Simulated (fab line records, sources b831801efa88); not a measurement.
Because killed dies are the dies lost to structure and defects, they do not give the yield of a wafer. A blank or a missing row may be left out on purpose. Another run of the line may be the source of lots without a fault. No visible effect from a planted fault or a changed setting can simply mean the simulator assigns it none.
fab line records	flow sky130
record: lots: 12	wafers: 35	last_day: 50
route steps=708 shown SONOS_ONO@181 LDD_HVN@274 METAL2@499 METAL4@600 PAD_OPEN@708
lots untouched by any fault: they come from a run of this same line in which no faults occurred
start_h: start of the lot's first displayed wafer, in hours after the record's first day	wait_h: hours from the lot's prior step to this one	" repeats the value in the row above	L1.1+2: a single row standing in for several wafers	- no value, or no start was given	* or withheld: withheld	< > ~ a bound
route shown NAME@n: a module of which the file shows steps, and the number in the route of the first	usual: mean/standard deviation taken from wafers without a fault	same: alike in all rows	chamber/n: place in a boat	sites: readings site by site	_std_site: how widely they spread, as a standard deviation	_edge_site: inner sites' mean taken away from outer sites' mean	radius_mm: how far each site lies from the wafer's centre	mask NAME#n: copy n	behind: tool/chamber where the wafer was last shaped	hold: the reason the lot was held/the length of the hold in hours/how it ended	device: the transistor (n, p or np) that didn't switch	end of line: tests of these same wafers at the route's end	step lacking rows: just its recipe	killed: dies that structure and defects cost at the first sort, which is not the same as the wafer's yield	map: a wafer's dies, x killed, . not, _ none there
set.NAME: the run value of the setting; set.NAME@STEP: its run value at that earlier step	model.NAME: the simulator's own value behind a step, which no gauge read
the route's steps for a sample of lots (tables are steps, rows are wafers)
services: from which hour (start_h, from the record's first day; less than 0 if before it) a tool's chamber was out of use, for how many hours, and why
== steps ==
step: SKY_SONOS_ONO_CD_MEAS_13
recipe: target_cd_nm: 410
usual: cd_nm: 409.7/2.1
lot.wafer	tool	chamber	start_h	wait_h	cd_nm
L149.1	cd_sem-02	-	285.62	0.1	411.4
L149.4	"	-	"	"	411.9
L149.5	"	-	"	"	411.4
L151.1	cd_sem-01	-	303.10	0.1	411.7
L151.3	"	-	"	"	410.9
L151.5	"	-	"	"	412.9
L153.2	cd_sem-02	-	328.39	0.1	407.6
L153.4	"	-	"	"	407.7
L153.5	"	-	"	"	408.9
L154.1	cd_sem-01	-	328.67	0.1	411.2
L154.3	"	-	"	"	410.7
L154.5	"	-	"	"	411.3
L155.2	cd_sem-01	-	334.12	0.1	409.7
L155.3	"	-	"	"	408.4
L155.4	"	-	"	"	408.5
L156.3	cd_sem-01	-	340.86	0.1	412.7
L156.4	"	-	"	"	412.5
L156.6	"	-	"	"	410.7
L157.1	cd_sem-01	-	353.62	0.1	408.4
L157.2	"	-	"	"	411.4
L157.3	"	-	"	"	409.7
L158.2	cd_sem-02	-	357.57	0.1	407.6
L158.3	"	-	"	"	408.9
L158.6	"	-	"	"	407.6
L159.2	cd_sem-02	-	370.59	0.1	408.3
L159.3	"	-	"	"	407.1
L159.4	"	-	"	"	407.8
L160.2	cd_sem-02	-	375.89	0.1	411.4
L160.3	"	-	"	"	412.2
L160.4	"	-	"	"	412.1
L161.1	cd_sem-01	-	382.05	0.1	410.1
L161.3	"	-	"	"	407.8
L161.6	"	-	"	"	406.2
L169.4	cd_sem-02	-	456.36	0.1	413.5
L169.5	"	-	"	"	414.1
step: SKY_LDD_HVN_OVL_MEAS_07
usual: LDD_HVN_OVL: 0.1/1.3
lot.wafer	tool	chamber	start_h	wait_h	LDD_HVN_OVL[nm]
L149.1	overlay-02	-	474.47	0.1	0.1
L149.4	"	-	"	"	0.9
L149.5	"	-	"	"	0.9
L151.1	overlay-02	-	491.12	0.1	1.4
L151.3	"	-	"	"	2.9
L151.5	"	-	"	"	-0.4
L153.2	overlay-02	-	518.60	0.1	0.5
L153.4	"	-	"	"	-0.3
L153.5	"	-	"	"	1.1
L154.1	overlay-02	-	521.10	0.1	-0.7
L154.3	"	-	"	"	-0.2
L154.5	"	-	"	"	-0.6
L155.2	overlay-01	-	526.48	0.1	-0.4
L155.3	"	-	"	"	-0.2
L155.4	"	-	"	"	-1.5
L156.3	overlay-01	-	533.96	0.1	-0.3
L156.4	"	-	"	"	-0.6
L156.6	"	-	"	"	-1.3
L157.1	overlay-01	-	546.53	0.1	-0.9
L157.2	"	-	"	"	0.2
L157.3	"	-	"	"	0.8
L158.2	overlay-02	-	549.80	0.1	0.0
L158.3	"	-	"	"	-0.6
L158.6	"	-	"	"	-2.2
L159.2	overlay-01	-	563.39	0.1	-0.2
L159.3	"	-	"	"	-1.9
L159.4	"	-	"	"	-0.1
L160.2	overlay-01	-	568.38	0.1	-1.7
L160.3	"	-	"	"	-1.9
L160.4	"	-	"	"	-0.5
L161.1	overlay-01	-	580.52	0.1	0.2
L161.3	"	-	"	"	-3.2
L161.6	"	-	"	"	-0.9
L169.4	overlay-02	-	645.64	0.1	0.8
L169.5	"	-	"	"	-0.8
step: SKY_METAL2_OVL_MEAS_16
usual: METAL2_OVL: 3/5.5
lot.wafer	tool	chamber	start_h	wait_h	METAL2_OVL[nm]
L149.1	overlay-01	-	833.80	0.1	-4
L149.4	"	-	"	"	-6
L149.5	"	-	"	"	0
L151.1	overlay-01	-	843.89	0.1	-2
L151.3	"	-	"	"	2
L151.5	"	-	"	"	-1
L153.2	overlay-01	-	865.72	0.1	-1
L153.4	"	-	"	"	4
L153.5	"	-	"	"	4
L154.1	overlay-01	-	870.55	0.1	-3
L154.3	"	-	"	"	-1
L154.5	"	-	"	"	-6
L155.2	overlay-02	-	876.08	0.1	-3
L155.3	"	-	"	"	2
L155.4	"	-	"	"	0
L156.3	overlay-01	-	887.26	0.1	7
L156.4	"	-	"	"	9
L156.6	"	-	"	"	2
L157.1	overlay-01	-	892.05	0.1	6
L157.2	"	-	"	"	5
L157.3	"	-	"	"	6
L158.2	overlay-01	-	894.37	0.1	7
L158.3	"	-	"	"	0
L158.6	"	-	"	"	8
L159.2	overlay-02	-	904.47	0.1	-2
L159.3	"	-	"	"	-5
L159.4	"	-	"	"	1
L160.2	overlay-01	-	908.41	0.1	-4
L160.3	"	-	"	"	6
L160.4	"	-	"	"	-8
L161.1	overlay-01	-	919.49	0.1	6
L161.3	"	-	"	"	9
L161.6	"	-	"	"	9
L169.4	overlay-01	-	975.92	0.1	4
L169.5	"	-	"	"	2
step: SKY_METAL4_SPUTTER_02
recipe: material: AlCu	target_thk_nm: 735	power_w: 10600	time_s: 39.1	chamber_pressure_pa: 0.4
usual: throttle_valve_pct: 29.7/0.85
lot.wafer	tool	chamber	start_h	wait_h	throttle_valve_pct
L149.1	pvd_sputter-03	-	942.22	0.0	30.1
L149.4	"	-	"	"	31.1
L149.5	"	-	"	"	28.5
L151.1	pvd_sputter-03	-	951.98	0.0	30.5
L151.3	"	-	"	"	28.9
L151.5	"	-	"	"	31.3
L153.2	pvd_sputter-04	-	972.40	0.0	29.5
L153.4	"	-	"	"	29.2
L153.5	"	-	"	"	30.5
L154.1	pvd_sputter-04	-	976.73	0.0	30.2
L154.3	"	-	"	"	29.8
L154.5	"	-	"	"	29.1
L155.2	pvd_sputter-01	-	981.58	0.0	31.1
L155.3	"	-	"	"	29.1
L155.4	"	-	"	"	30.1
L156.3	pvd_sputter-04	-	992.70	0.0	30.6
L156.4	"	-	"	"	28.9
L156.6	"	-	"	"	29.0
L157.1	pvd_sputter-01	-	997.07	0.0	30.0
L157.2	"	-	"	"	31.1
L157.3	"	-	"	"	28.8
L158.2	pvd_sputter-04	-	999.08	0.0	29.2
L158.3	"	-	"	"	28.5
L158.6	"	-	"	"	30.4
L159.2	pvd_sputter-04	-	1007.75	0.0	30.4
L159.3	"	-	"	"	29.6
L159.4	"	-	"	"	28.7
L160.2	pvd_sputter-01	-	1011.38	0.0	29.3
L160.3	"	-	"	"	29.0
L160.4	"	-	"	"	30.1
L161.1	pvd_sputter-04	-	1020.37	0.0	28.7
L161.3	"	-	"	"	30.4
L161.6	"	-	"	"	29.6
L169.4	pvd_sputter-03	-	1072.83	0.0	30.3
L169.5	"	-	"	"	30.2
step: SKY_METAL4_METAL_ETCH_18
recipe: target_depth_a: 8450	stop_on: SiO2	over_etch_frac: 0.3	time_s: 183.1	chemistry: Cl2/BCl3	resist_sidewall_deg: 88	pressure_mtorr: 10	icp_w: 900	bias_w: 48.5	Cl2_flow_sccm: 60	bcl3_flow_sccm: 30
usual: drypump_motor_current_A: 5.7/0.51	he_backside_leak_sccm: 3.30/0.16	mfc_cl2_sccm: 60.01/0.2	oes_product_au: 0.865/0.0057	throttle_valve_pct: 22.264/0.0089
lot.wafer	tool	chamber	start_h	wait_h	drypump_motor_current_A	he_backside_leak_sccm	mfc_cl2_sccm	oes_product_au	rf_hours_counter_h	throttle_valve_pct
L149.1	rie_metal-02	1	991.40	0.0	5.4	2.98	59.70	0.869	6	22.258
L149.4	"	1	"	"	5.4	3.22	59.86	0.869	-	22.263
L149.5	"	1	"	"	5.4	3.20	59.72	0.869	-	22.274
L151.1	rie_metal-04	0	1001.45	0.0	6.2	3.50	59.99	0.863	15	22.264
L151.3	"	0	"	"	6.1	3.48	59.93	0.869	-	22.264
L151.5	"	0	"	"	6.2	3.46	60.02	0.867	-	22.264
L153.2	rie_metal-04	0	1019.52	0.0	6.2	3.38	60.08	0.863	16	22.269
L153.4	"	0	"	"	6.2	3.46	59.75	0.862	-	22.269
L153.5	"	1	"	"	5.3	3.15	60.11	0.870	-	22.255
L154.1	rie_metal-01	1	1024.28	0.0	6.5	3.27	59.92	0.865	7	22.267
L154.3	"	0	"	"	5.7	3.36	60.19	0.872	-	22.262
L154.5	"	0	"	"	5.7	3.40	60.05	0.874	-	22.269
L155.2	rie_metal-01	1	1029.00	0.0	6.5	3.43	60.01	0.875	8	22.250
L155.3	"	0	"	"	5.7	3.48	60.02	0.868	-	22.279
L155.4	"	1	"	"	6.5	3.33	60.09	0.867	-	22.269
L156.3	rie_metal-01	0	1039.41	0.1	5.7	3.43	60.41	0.862	-	22.252
L156.4	"	1	"	"	6.5	3.37	60.02	0.864	-	22.273
L156.6	"	0	"	"	5.6	3.34	60.55	0.858	-	22.270
L157.1	rie_metal-04	0	1043.58	0.0	6.1	3.44	59.55	0.867	18	22.248
L157.2	"	1	"	"	5.3	3.35	60.10	0.867	21	22.265
L157.3	"	0	"	"	6.2	3.42	59.65	0.861	-	22.264
L158.2	rie_metal-01	0	1045.33	0.0	5.7	3.41	59.99	0.868	16	22.274
L158.3	"	1	"	"	6.5	3.28	60.22	0.861	-	22.280
L158.6	"	1	"	"	6.5	3.33	59.62	0.866	-	22.265
L159.2	rie_metal-02	1	1053.76	0.0	5.4	3.33	59.88	0.866	10	22.271
L159.3	"	0	"	"	5.1	3.19	60.13	0.862	-	22.249
L159.4	"	1	"	"	5.4	3.09	60.11	0.871	-	22.272
L160.2	rie_metal-02	0	1057.45	0.0	5.0	3.16	60.01	0.862	15	22.236
L160.3	"	0	"	"	5.1	3.19	59.79	0.871	-	22.272
L160.4	"	1	"	"	5.4	3.28	60.31	0.864	-	22.257
L161.1	rie_metal-01	0	1065.56	0.0	5.7	3.46	59.81	0.863	17	22.264
L161.3	"	1	"	"	6.5	3.35	59.73	0.858	-	22.267
L161.6	"	0	"	"	5.7	3.50	59.93	0.859	-	22.258
L169.4	rie_metal-02	1	1114.86	0.1	5.4	2.93	60.05	0.864	-	22.266
L169.5	"	0	"	"	5.0	3.04	60.07	0.836	-	22.272
step: SKY_PAD_OPEN_PROBE_99
usual: defect_limited_yield: 82.8/2	killed_at_M0_to_M3: 42/7.3	killed_at_M4_up: 3.2/1.8	killed_at_contacts: 25/5.2	killed_at_front_end: 15/4.6	killed_at_other: 0.3/0.62	killed_dies: 85/9.9	killed_open: 46/7.1	killed_short: 38/5.7	sort_bin_3_pad_short: 0.9/0.42	sort_bin_5_function: 10.0/1.5	sort_bin_6_memory: 6.3/1.2	sort_n_pass: 407/9.9	sort_yield_pct: 82.8/2
same: gross_dies: 492	killed_at_back_side: 0	sort_bin_4_leakage[%]: 0	sort_bin_8_speed[%]: 0
lot.wafer	tool	chamber	start_h	wait_h	defect_limited_yield[%]	killed_at_M0_to_M3	killed_at_M4_up	killed_at_contacts	killed_at_front_end	killed_at_other	killed_dies	killed_open	killed_short	sort_bin_3_pad_short[%]	sort_bin_5_function[%]	sort_bin_6_memory[%]	sort_n_pass	sort_yield_pct[%]
L158.2	prober-02	-	1133.51	0.1	83.1	46	3	27	7	0	83	42	41	1.2	9.1	6.5	409	83.1
L158.3	prober-02	-	1133.56	0.2	81.1	54	5	24	9	1	93	48	45	0.8	10.8	7.3	399	81.1
L158.6	prober-02	-	1133.71	0.2	83.1	50	4	20	9	0	83	55	28	1.0	10.2	5.7	409	83.1
killed by level:class
L158.2 CONTACT:geometric_particle:open=14 VIA1:geometric_particle:open=9 VIA1:geometric_particle:short=7 METAL1:geometric_particle:short=6 LI_CONTACT:geometric_particle:open=5 LOCAL_INTERCONNECT:geometric_particle:short=5 VIA3:geometric_particle:open=5 METAL2:geometric_particle:short=4
L158.3 VIA1:geometric_particle:open=15 METAL1:geometric_particle:short=9 LI_CONTACT:geometric_particle:open=7 LI_CONTACT:geometric_particle:short=6 CONTACT:geometric_particle:open=5 VIA1:geometric_particle:short=5 VIA3:geometric_particle:short=4 VIA2:geometric_particle:short=4
L158.6 VIA1:geometric_particle:open=19 CONTACT:geometric_particle:open=7 VIA3:geometric_particle:open=7 POLY_GATE:geometric_particle:open=5 VIA2:geometric_particle:open=5 LI_CONTACT:geometric_particle:open=4 LOCAL_INTERCONNECT:geometric_particle:short=3 METAL1:geometric_particle:short=3
== services ==
tool	chamber	start_h	hours	kind
pvd_sputter-03	-	967.12	17.7	repair
pvd_sputter-01	-	1015.43	6.1	repair
pvd_sputter-03	-	1038.49	1.9	repair
rie_metal-04	1	1050.25	-	clean
rie_metal-04	1	1050.25	21.0	scheduled_down
rie_metal-04	1	1050.25	21.0	vent_cycle
pvd_sputter-03	-	1099.09	1.4	repair
== key ==
first_sign: step: SKY_METAL4_METAL_ETCH_18	reading: oes_product_au	direction: down	sigmas: 5.1	usual: 0.865	struck: 0.836
effect none on later readings
met_at SKY_METAL4_SPUTTER_02
struck_lots L169
struck_wafers L169.5
not_acting_at SKY_SONOS_ONO_CD_MEAS_13,SKY_LDD_HVN_OVL_MEAS_07,SKY_METAL2_OVL_MEAS_16
onset_between 951.98 1072.83
fault: kind: process_parameter_drift	tool: pvd_sputter-03	chamber: -	onset_h: 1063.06	steps: SKY_METAL4_SPUTTER_02	channel: time_s	offset: *	shape: step	end_h: 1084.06	scope: struck_wafers_only	acts_in: *	stated: *
